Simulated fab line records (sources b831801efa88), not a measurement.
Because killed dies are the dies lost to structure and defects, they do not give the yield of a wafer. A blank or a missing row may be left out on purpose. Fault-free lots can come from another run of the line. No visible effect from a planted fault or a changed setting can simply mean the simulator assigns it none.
fab line records / flow sky130
[record] lots = 5 wafers = 15 last-day = 50
route steps=708 shown PWDE@55 NWELL@56
lots that met no fault: from a run of the same line without faults
start-h: the number of hours between the record's first day and the start of the first shown wafer of the lot / wait-h: hours elapsed since this lot's preceding step / " as in the row above / L1.1+2: one row covering several wafers at once / - no value present, or no start provided / * or withheld: withheld / < > ~ a bound
route shown NAME@n: NAME is a module with steps in the file, n the number in the route of the first one / usual: the fault-free wafers' mean and standard deviation / same: alike in all rows / chamber/n: place in a boat / sites: the reading at each site / _std_site: the values' standard deviation / _edge_site: outer sites' mean less inner sites' / radius-mm: for every site, how far away it sits from the centre of the wafer / mask NAME#n: copy n / behind: the tool/chamber that last shaped the wafer / hold: what put the lot on hold/how long, in hours/how the hold closed / device: names the non-switching transistor (n, p or np) / end of line: the same wafers' tests at the end of the route / where a step has no rows: the recipe by itself / killed: the dies lost at the first sort to structure and to defects; this is not the yield of the wafer / map: shows each die of a wafer: x if killed, . if not, _ if none is there
set.NAME: the setting that was run; set.NAME@STEP: the one run at that earlier step / model.NAME: the simulator's own value behind a step, which no gauge read
lots at selected steps of the route; one table per step, one row per wafer
services: from which hour (start-h, from the record's first day; less than 0 if before it) a tool's chamber was out of use, for how many hours, and why
[[steps]]
[step SKY_PWDE_TW_MEAS_10]
[usual] PWDE_TW = 372.4/2
lot.wafer=L160.2 tool=film-metro-03 chamber=- start-h=70.25 wait-h=0.1 PWDE_TW=370.9
lot.wafer=L160.3 tool=film-metro-03 chamber=- start-h=70.25 wait-h=0.1 PWDE_TW=372.2
lot.wafer=L160.5 tool=film-metro-03 chamber=- start-h=70.25 wait-h=0.1 PWDE_TW=370.9
lot.wafer=L162.1 tool=film-metro-03 chamber=- start-h=75.84 wait-h=0.1 PWDE_TW=369.5
lot.wafer=L162.3 tool=film-metro-03 chamber=- start-h=75.84 wait-h=0.1 PWDE_TW=370.1
lot.wafer=L162.6 tool=film-metro-03 chamber=- start-h=75.84 wait-h=0.1 PWDE_TW=370.4
lot.wafer=L165.1 tool=film-metro-04 chamber=- start-h=106.64 wait-h=0.1 PWDE_TW=374.3
lot.wafer=L165.2 tool=film-metro-04 chamber=- start-h=106.64 wait-h=0.1 PWDE_TW=376.3
lot.wafer=L165.6 tool=film-metro-04 chamber=- start-h=106.64 wait-h=0.1 PWDE_TW=377.3
lot.wafer=L166.2 tool=film-metro-02 chamber=- start-h=106.77 wait-h=0.1 PWDE_TW=372.9
lot.wafer=L166.3 tool=film-metro-02 chamber=- start-h=106.77 wait-h=0.1 PWDE_TW=373.2
lot.wafer=L166.4 tool=film-metro-02 chamber=- start-h=106.77 wait-h=0.1 PWDE_TW=371.6
lot.wafer=L181.1 tool=film-metro-04 chamber=- start-h=189.66 wait-h=0.1 PWDE_TW=374.3
lot.wafer=L181.3 tool=film-metro-04 chamber=- start-h=189.66 wait-h=0.1 PWDE_TW=373.3
lot.wafer=L181.6 tool=film-metro-04 chamber=- start-h=189.66 wait-h=0.1 PWDE_TW=374.1
[step SKY_NWELL_DEHYDRATE_03]
[recipe] temp-c = 200 time-s = 60
[step SKY_NWELL_HMDS_04]
[recipe] prime-time-s = 60 prime-temp-c = 120
[step SKY_NWELL_COAT_05]
[recipe] spin-rpm = 2000 resist-thk-nm = 3000
[step SKY_NWELL_SOFTBAKE_06]
[recipe] temp-c = 110 time-s = withheld
[step SKY_NWELL_EXPOSE_07]
[recipe] mask-id = NWM na = 0.6 source-shape = conventional sigma-outer = 0.6 polarization = unpolarized target-cd-nm = 840 dose-mj = 255
[step SKY_NWELL_PEB_08]
[recipe] temp-c = 115 time-s = withheld
[step SKY_NWELL_DEVELOP_09]
[recipe] wall-angle-deg = 90 developer = TMAH develop-time-s = 60 dev-temp-c = 23
[step SKY_NWELL_OVL_MEAS_10]
[usual] NWELL_00_OVL = -0.1/1.5
lot.wafer=L160.2 tool=overlay-02 chamber=- start-h=85.76 wait-h=- NWELL_00_OVL[nm]=1.9
lot.wafer=L160.3 tool=overlay-02 chamber=- start-h=85.76 wait-h=- NWELL_00_OVL[nm]=2.7
lot.wafer=L160.5 tool=overlay-02 chamber=- start-h=85.76 wait-h=- NWELL_00_OVL[nm]=1.6
lot.wafer=L162.1 tool=overlay-01 chamber=- start-h=92.24 wait-h=- NWELL_00_OVL[nm]=1.7
lot.wafer=L162.3 tool=overlay-01 chamber=- start-h=92.24 wait-h=- NWELL_00_OVL[nm]=1.9
lot.wafer=L162.6 tool=overlay-01 chamber=- start-h=92.24 wait-h=- NWELL_00_OVL[nm]=2.7
lot.wafer=L165.1 tool=overlay-02 chamber=- start-h=123.95 wait-h=- NWELL_00_OVL[nm]=-0.6
lot.wafer=L165.2 tool=overlay-02 chamber=- start-h=123.95 wait-h=- NWELL_00_OVL[nm]=3.2
lot.wafer=L165.6 tool=overlay-02 chamber=- start-h=123.95 wait-h=- NWELL_00_OVL[nm]=-0.5
lot.wafer=L166.2 tool=overlay-02 chamber=- start-h=124.31 wait-h=- NWELL_00_OVL[nm]=-0.7
lot.wafer=L166.3 tool=overlay-02 chamber=- start-h=124.31 wait-h=- NWELL_00_OVL[nm]=1.0
lot.wafer=L166.4 tool=overlay-02 chamber=- start-h=124.31 wait-h=- NWELL_00_OVL[nm]=1.8
lot.wafer=L181.1 tool=overlay-01 chamber=- start-h=211.24 wait-h=- NWELL_00_OVL[nm]=1.2
lot.wafer=L181.3 tool=overlay-01 chamber=- start-h=211.24 wait-h=- NWELL_00_OVL[nm]=-1.8
lot.wafer=L181.6 tool=overlay-01 chamber=- start-h=211.24 wait-h=- NWELL_00_OVL[nm]=-1.3
[step SKY_NWELL_IMPLANT_11]
[recipe] species = P energy-kev = 400 dose-cm2 = 1.9e+13 tilt-deg = withheld
[step SKY_NWELL_IMPLANT_12]
[recipe] species = P energy-kev = 120 dose-cm2 = 1.3e+12 tilt-deg = withheld
[step SKY_NWELL_IMPLANT_13]
[recipe] species = P energy-kev = 50 dose-cm2 = 7e+11 tilt-deg = withheld
[step SKY_NWELL_STRIP_14]
[recipe] chemistry = O2/N2 power-w = 1400 pressure-mtorr = 1500 platen-temp-c = withheld o2-flow-sccm = 3000 n2-flow-sccm = 300 overash-fraction = 0.5
[usual] chamber-pressure-mTorr = 1499.8/1.3 drypump-motor-current-A = 5.7/0.49 oes-product-au = 0.722/0.0046 strip-time-to-endpoint-s = 36.97/0.081
lot.wafer=L160.2 tool=plasma-asher-01 chamber=1 start-h=86.24 wait-h=0.1 chamber-pressure-mTorr=1497.8 drypump-motor-current-A=6.3 oes-product-au=0.722 rf-hours-counter-h=28 strip-time-to-endpoint-s=36.92 model.coat_of_NWELL_COAT_05.thk-nm=0
lot.wafer=L160.3 tool=plasma-asher-01 chamber=1 start-h=86.24 wait-h=0.1 chamber-pressure-mTorr=1500.6 drypump-motor-current-A=6.3 oes-product-au=0.716 rf-hours-counter-h=- strip-time-to-endpoint-s=37.04 model.coat_of_NWELL_COAT_05.thk-nm=0
lot.wafer=L160.5 tool=plasma-asher-01 chamber=0 start-h=86.24 wait-h=0.1 chamber-pressure-mTorr=1500.2 drypump-motor-current-A=6.2 oes-product-au=0.735 rf-hours-counter-h=- strip-time-to-endpoint-s=37.03 model.coat_of_NWELL_COAT_05.thk-nm=0
lot.wafer=L162.1 tool=plasma-asher-02 chamber=0 start-h=92.72 wait-h=0.1 chamber-pressure-mTorr=1498.5 drypump-motor-current-A=4.8 oes-product-au=0.724 rf-hours-counter-h=39 strip-time-to-endpoint-s=36.92 model.coat_of_NWELL_COAT_05.thk-nm=0
lot.wafer=L162.3 tool=plasma-asher-02 chamber=0 start-h=92.72 wait-h=0.1 chamber-pressure-mTorr=1501.2 drypump-motor-current-A=4.8 oes-product-au=0.719 rf-hours-counter-h=- strip-time-to-endpoint-s=36.97 model.coat_of_NWELL_COAT_05.thk-nm=0
lot.wafer=L162.6 tool=plasma-asher-02 chamber=0 start-h=92.72 wait-h=0.1 chamber-pressure-mTorr=1499.0 drypump-motor-current-A=4.8 oes-product-au=0.729 rf-hours-counter-h=- strip-time-to-endpoint-s=36.90 model.coat_of_NWELL_COAT_05.thk-nm=0
lot.wafer=L165.1 tool=plasma-asher-04 chamber=0 start-h=124.44 wait-h=0.1 chamber-pressure-mTorr=1499.4 drypump-motor-current-A=5.3 oes-product-au=0.718 rf-hours-counter-h=45 strip-time-to-endpoint-s=36.84 model.coat_of_NWELL_COAT_05.thk-nm=0
lot.wafer=L165.2 tool=plasma-asher-04 chamber=1 start-h=124.44 wait-h=0.1 chamber-pressure-mTorr=1499.1 drypump-motor-current-A=5.6 oes-product-au=0.723 rf-hours-counter-h=45 strip-time-to-endpoint-s=37.04 model.coat_of_NWELL_COAT_05.thk-nm=0
lot.wafer=L165.6 tool=plasma-asher-04 chamber=0 start-h=124.44 wait-h=0.1 chamber-pressure-mTorr=1499.7 drypump-motor-current-A=5.4 oes-product-au=0.728 rf-hours-counter-h=- strip-time-to-endpoint-s=36.86 model.coat_of_NWELL_COAT_05.thk-nm=0
lot.wafer=L166.2 tool=plasma-asher-02 chamber=0 start-h=124.79 wait-h=0.1 chamber-pressure-mTorr=1513.1 drypump-motor-current-A=4.9 oes-product-au=0.790 rf-hours-counter-h=42 strip-time-to-endpoint-s=- model.coat_of_NWELL_COAT_05.thk-nm=2456
lot.wafer=L166.3 tool=plasma-asher-02 chamber=1 start-h=124.79 wait-h=0.1 chamber-pressure-mTorr=1512.5 drypump-motor-current-A=5.7 oes-product-au=0.930 rf-hours-counter-h=- strip-time-to-endpoint-s=- model.coat_of_NWELL_COAT_05.thk-nm=2455
lot.wafer=L166.4 tool=plasma-asher-02 chamber=0 start-h=124.79 wait-h=0.1 chamber-pressure-mTorr=1485.2 drypump-motor-current-A=4.9 oes-product-au=0.946 rf-hours-counter-h=- strip-time-to-endpoint-s=- model.coat_of_NWELL_COAT_05.thk-nm=2459
lot.wafer=L181.1 tool=plasma-asher-01 chamber=0 start-h=211.72 wait-h=0.1 chamber-pressure-mTorr=1497.8 drypump-motor-current-A=6.2 oes-product-au=0.714 rf-hours-counter-h=41 strip-time-to-endpoint-s=36.98 model.coat_of_NWELL_COAT_05.thk-nm=0
lot.wafer=L181.3 tool=plasma-asher-01 chamber=1 start-h=211.72 wait-h=0.1 chamber-pressure-mTorr=1499.9 drypump-motor-current-A=6.3 oes-product-au=0.720 rf-hours-counter-h=- strip-time-to-endpoint-s=37.00 model.coat_of_NWELL_COAT_05.thk-nm=0
lot.wafer=L181.6 tool=plasma-asher-01 chamber=0 start-h=211.72 wait-h=0.1 chamber-pressure-mTorr=1499.7 drypump-motor-current-A=6.2 oes-product-au=0.720 rf-hours-counter-h=- strip-time-to-endpoint-s=37.04 model.coat_of_NWELL_COAT_05.thk-nm=0
[step SKY_NWELL_TW_MEAS_15]
[usual] NWELL_TW = 1816/12
lot.wafer=L160.2 tool=film-metro-04 chamber=- start-h=86.35 wait-h=0.1 NWELL_TW=1811
lot.wafer=L160.3 tool=film-metro-04 chamber=- start-h=86.35 wait-h=0.1 NWELL_TW=1817
lot.wafer=L160.5 tool=film-metro-04 chamber=- start-h=86.35 wait-h=0.1 NWELL_TW=1811
lot.wafer=L162.1 tool=film-metro-03 chamber=- start-h=92.82 wait-h=0.1 NWELL_TW=1806
lot.wafer=L162.3 tool=film-metro-03 chamber=- start-h=92.82 wait-h=0.1 NWELL_TW=1802
lot.wafer=L162.6 tool=film-metro-03 chamber=- start-h=92.82 wait-h=0.1 NWELL_TW=1801
lot.wafer=L165.1 tool=film-metro-02 chamber=- start-h=124.54 wait-h=0.1 NWELL_TW=1802
lot.wafer=L165.2 tool=film-metro-02 chamber=- start-h=124.54 wait-h=0.1 NWELL_TW=1811
lot.wafer=L165.6 tool=film-metro-02 chamber=- start-h=124.54 wait-h=0.1 NWELL_TW=1802
lot.wafer=L166.2 tool=film-metro-04 chamber=- start-h=124.90 wait-h=0.1 NWELL_TW=1813
lot.wafer=L166.3 tool=film-metro-04 chamber=- start-h=124.90 wait-h=0.1 NWELL_TW=1815
lot.wafer=L166.4 tool=film-metro-04 chamber=- start-h=124.90 wait-h=0.1 NWELL_TW=1813
lot.wafer=L181.1 tool=film-metro-04 chamber=- start-h=211.82 wait-h=0.1 NWELL_TW=1834
lot.wafer=L181.3 tool=film-metro-04 chamber=- start-h=211.82 wait-h=0.1 NWELL_TW=1833
lot.wafer=L181.6 tool=film-metro-04 chamber=- start-h=211.82 wait-h=0.1 NWELL_TW=1847
[step SKY_NWELL_DEHYDRATE_16]
[recipe] temp-c = 200 time-s = 60
[step SKY_NWELL_HMDS_17]
[recipe] prime-time-s = 60 prime-temp-c = 120
[step SKY_NWELL_COAT_18]
[recipe] spin-rpm = 2000 resist-thk-nm = 3000
[step SKY_NWELL_SOFTBAKE_19]
[recipe] temp-c = 110 time-s = withheld
[step SKY_NWELL_EXPOSE_20]
[recipe] mask-id = NWM_COMPLEMENT na = 0.6 source-shape = conventional sigma-outer = 0.6 polarization = unpolarized target-cd-nm = 840 dose-mj = 260
[step SKY_NWELL_PEB_21]
[recipe] temp-c = 115 time-s = withheld
[step SKY_NWELL_DEVELOP_22]
[recipe] wall-angle-deg = 90 developer = TMAH develop-time-s = 60 dev-temp-c = 23
[step SKY_NWELL_OVL_MEAS_23]
[usual] NWELL_01_OVL = -1.2/1.2
lot.wafer=L160.2 tool=overlay-01 chamber=- start-h=103.74 wait-h=- NWELL_01_OVL[nm]=-1.6
lot.wafer=L160.3 tool=overlay-01 chamber=- start-h=103.74 wait-h=- NWELL_01_OVL[nm]=-2.4
lot.wafer=L160.5 tool=overlay-01 chamber=- start-h=103.74 wait-h=- NWELL_01_OVL[nm]=-2.5
lot.wafer=L162.1 tool=overlay-01 chamber=- start-h=110.55 wait-h=- NWELL_01_OVL[nm]=-2.3
lot.wafer=L162.3 tool=overlay-01 chamber=- start-h=110.55 wait-h=- NWELL_01_OVL[nm]=1.1
lot.wafer=L162.6 tool=overlay-01 chamber=- start-h=110.55 wait-h=- NWELL_01_OVL[nm]=-2.3
lot.wafer=L165.1 tool=overlay-02 chamber=- start-h=143.75 wait-h=- NWELL_01_OVL[nm]=-2.3
lot.wafer=L165.2 tool=overlay-02 chamber=- start-h=143.75 wait-h=- NWELL_01_OVL[nm]=-0.5
lot.wafer=L165.6 tool=overlay-02 chamber=- start-h=143.75 wait-h=- NWELL_01_OVL[nm]=-2.9
lot.wafer=L166.2 tool=overlay-01 chamber=- start-h=143.88 wait-h=- NWELL_01_OVL[nm]=-1.9
lot.wafer=L166.3 tool=overlay-01 chamber=- start-h=143.88 wait-h=- NWELL_01_OVL[nm]=-1.5
lot.wafer=L166.4 tool=overlay-01 chamber=- start-h=143.88 wait-h=- NWELL_01_OVL[nm]=-2.4
lot.wafer=L181.1 tool=overlay-01 chamber=- start-h=234.05 wait-h=- NWELL_01_OVL[nm]=-2.4
lot.wafer=L181.3 tool=overlay-01 chamber=- start-h=234.05 wait-h=- NWELL_01_OVL[nm]=-1.3
lot.wafer=L181.6 tool=overlay-01 chamber=- start-h=234.05 wait-h=- NWELL_01_OVL[nm]=-1.7
[step SKY_NWELL_IMPLANT_24]
[recipe] species = B energy-kev = 140 dose-cm2 = 9.2e+12 tilt-deg = withheld
[step SKY_NWELL_STRIP_25]
[recipe] chemistry = O2/N2 power-w = 1400 pressure-mtorr = 1500 platen-temp-c = withheld o2-flow-sccm = 3000 n2-flow-sccm = 300 overash-fraction = 0.5
[usual] chamber-pressure-mTorr = 1499.9/1.5 drypump-motor-current-A = 5.6/0.44 oes-product-au = 0.722/0.0044 strip-time-to-endpoint-s = 36.95/0.089
lot.wafer=L160.2 tool=plasma-asher-04 chamber=0 start-h=103.92 wait-h=0.1 chamber-pressure-mTorr=1496.8 drypump-motor-current-A=5.4 oes-product-au=0.716 rf-hours-counter-h=43 strip-time-to-endpoint-s=37.05
lot.wafer=L160.3 tool=plasma-asher-04 chamber=0 start-h=103.92 wait-h=0.1 chamber-pressure-mTorr=1498.0 drypump-motor-current-A=5.4 oes-product-au=0.718 rf-hours-counter-h=- strip-time-to-endpoint-s=36.85
lot.wafer=L160.5 tool=plasma-asher-04 chamber=0 start-h=103.92 wait-h=0.1 chamber-pressure-mTorr=1498.7 drypump-motor-current-A=5.4 oes-product-au=0.724 rf-hours-counter-h=- strip-time-to-endpoint-s=36.91
lot.wafer=L162.1 tool=plasma-asher-01 chamber=1 start-h=110.74 wait-h=0.1 chamber-pressure-mTorr=1497.8 drypump-motor-current-A=6.3 oes-product-au=0.726 rf-hours-counter-h=31 strip-time-to-endpoint-s=37.01
lot.wafer=L162.3 tool=plasma-asher-01 chamber=1 start-h=110.74 wait-h=0.1 chamber-pressure-mTorr=1503.2 drypump-motor-current-A=6.4 oes-product-au=0.727 rf-hours-counter-h=- strip-time-to-endpoint-s=36.95
lot.wafer=L162.6 tool=plasma-asher-01 chamber=1 start-h=110.74 wait-h=0.1 chamber-pressure-mTorr=1499.4 drypump-motor-current-A=6.4 oes-product-au=0.720 rf-hours-counter-h=- strip-time-to-endpoint-s=36.90
lot.wafer=L165.1 tool=plasma-asher-02 chamber=0 start-h=143.94 wait-h=0.1 chamber-pressure-mTorr=1500.0 drypump-motor-current-A=4.8 oes-product-au=0.724 rf-hours-counter-h=44 strip-time-to-endpoint-s=36.94
lot.wafer=L165.2 tool=plasma-asher-02 chamber=1 start-h=143.94 wait-h=0.1 chamber-pressure-mTorr=1498.8 drypump-motor-current-A=5.7 oes-product-au=0.719 rf-hours-counter-h=44 strip-time-to-endpoint-s=36.92
lot.wafer=L165.6 tool=plasma-asher-02 chamber=1 start-h=143.94 wait-h=0.1 chamber-pressure-mTorr=1499.8 drypump-motor-current-A=5.7 oes-product-au=0.726 rf-hours-counter-h=- strip-time-to-endpoint-s=36.94
lot.wafer=L166.2 tool=plasma-asher-04 chamber=1 start-h=144.06 wait-h=0.1 chamber-pressure-mTorr=1501.6 drypump-motor-current-A=5.6 oes-product-au=0.724 rf-hours-counter-h=47 strip-time-to-endpoint-s=73.23
lot.wafer=L166.3 tool=plasma-asher-04 chamber=0 start-h=144.06 wait-h=0.1 chamber-pressure-mTorr=1501.3 drypump-motor-current-A=5.4 oes-product-au=0.735 rf-hours-counter-h=- strip-time-to-endpoint-s=73.18
lot.wafer=L166.4 tool=plasma-asher-04 chamber=1 start-h=144.06 wait-h=0.1 chamber-pressure-mTorr=1501.0 drypump-motor-current-A=5.6 oes-product-au=0.728 rf-hours-counter-h=- strip-time-to-endpoint-s=73.30
lot.wafer=L181.1 tool=plasma-asher-04 chamber=0 start-h=234.23 wait-h=0.1 chamber-pressure-mTorr=1500.7 drypump-motor-current-A=5.4 oes-product-au=0.716 rf-hours-counter-h=56 strip-time-to-endpoint-s=37.07
lot.wafer=L181.3 tool=plasma-asher-04 chamber=1 start-h=234.23 wait-h=0.1 chamber-pressure-mTorr=1499.8 drypump-motor-current-A=5.6 oes-product-au=0.723 rf-hours-counter-h=- strip-time-to-endpoint-s=37.01
lot.wafer=L181.6 tool=plasma-asher-04 chamber=1 start-h=234.23 wait-h=0.1 chamber-pressure-mTorr=1499.4 drypump-motor-current-A=5.6 oes-product-au=0.730 rf-hours-counter-h=- strip-time-to-endpoint-s=37.06
[step SKY_NWELL_TW_MEAS_26]
[usual] NWELL_2_TW = 494.1/2.7
lot.wafer=L160.2 tool=film-metro-03 chamber=- start-h=104.03 wait-h=0.1 NWELL_2_TW=490.9
lot.wafer=L160.3 tool=film-metro-03 chamber=- start-h=104.03 wait-h=0.1 NWELL_2_TW=493.2
lot.wafer=L160.5 tool=film-metro-03 chamber=- start-h=104.03 wait-h=0.1 NWELL_2_TW=492.6
lot.wafer=L162.1 tool=film-metro-02 chamber=- start-h=110.84 wait-h=0.1 NWELL_2_TW=493.9
lot.wafer=L162.3 tool=film-metro-02 chamber=- start-h=110.84 wait-h=0.1 NWELL_2_TW=493.3
lot.wafer=L162.6 tool=film-metro-02 chamber=- start-h=110.84 wait-h=0.1 NWELL_2_TW=492.1
lot.wafer=L165.1 tool=film-metro-03 chamber=- start-h=144.04 wait-h=0.1 NWELL_2_TW=495.9
lot.wafer=L165.2 tool=film-metro-03 chamber=- start-h=144.04 wait-h=0.1 NWELL_2_TW=498.8
lot.wafer=L165.6 tool=film-metro-03 chamber=- start-h=144.04 wait-h=0.1 NWELL_2_TW=495.6
lot.wafer=L166.2 tool=film-metro-04 chamber=- start-h=144.17 wait-h=0.1 NWELL_2_TW=30.1
lot.wafer=L166.3 tool=film-metro-04 chamber=- start-h=144.17 wait-h=0.1 NWELL_2_TW=30.0
lot.wafer=L166.4 tool=film-metro-04 chamber=- start-h=144.17 wait-h=0.1 NWELL_2_TW=29.8
lot.wafer=L181.1 tool=film-metro-04 chamber=- start-h=234.33 wait-h=0.1 NWELL_2_TW=495.8
lot.wafer=L181.3 tool=film-metro-04 chamber=- start-h=234.33 wait-h=0.1 NWELL_2_TW=494.0
lot.wafer=L181.6 tool=film-metro-04 chamber=- start-h=234.33 wait-h=0.1 NWELL_2_TW=496.6
[step SKY_NWELL_CLEAN_27]
[recipe] chemistry = SC1/SC2 mix = 1:4:20 temp-c = 70 time-s = 150 dry = n2-spin
[[services]]
tool=plasma-asher-02 chamber=- start-h=68.15 hours=7.5 kind=repair
tool=plasma-asher-01 chamber=- start-h=78.47 hours=1.4 kind=repair
tool=plasma-asher-04 chamber=- start-h=91.42 hours=2.5 kind=repair
[[key]]
[first-sign] step = SKY_NWELL_STRIP_14 reading = oes-product-au direction = up sigmas = 36 usual = 0.722 struck = 0.889
[effect] step = SKY_NWELL_STRIP_14 reading = chamber-pressure-mTorr direction = up sigmas = 2.8 usual = 1499.8 struck = 1503.6
[effect] step = SKY_NWELL_STRIP_25 reading = strip-time-to-endpoint-s direction = up sigmas = 99+ usual = * struck = *
[effect] step = SKY_NWELL_TW_MEAS_26 reading = NWELL_2_TW direction = down sigmas = 99+ usual = 494.1 struck = 30.0
[model-effect] step = SKY_NWELL_STRIP_14 value = coat_of_NWELL_COAT_05.thk-nm without = 0 struck = 2456
met-at SKY_NWELL_STRIP_14
struck-wafers L166.2,L166.3,L166.4
sort-left-out L166.2,L166.3,L166.4
tester-left-out L166
onset-between 92.72 124.79
[fault] kind = strip-aborted tool = plasma-asher-02 chamber = - onset-h = 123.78 steps = SKY_NWELL_STRIP_14 offset = 1 end-h = 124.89
// tester-left-out: of these lots the tester's yield and bins aren't shown, on N5 and GAA mostly nor the transistor test; their killed dies are dies lost to structure and defects alone, not to doping, threshold or leakage, so they don't give the yield
// sort-left-out: the simulated sort isn't trusted on such a fault, so these wafers' sort isn't shown, and their yield isn't known
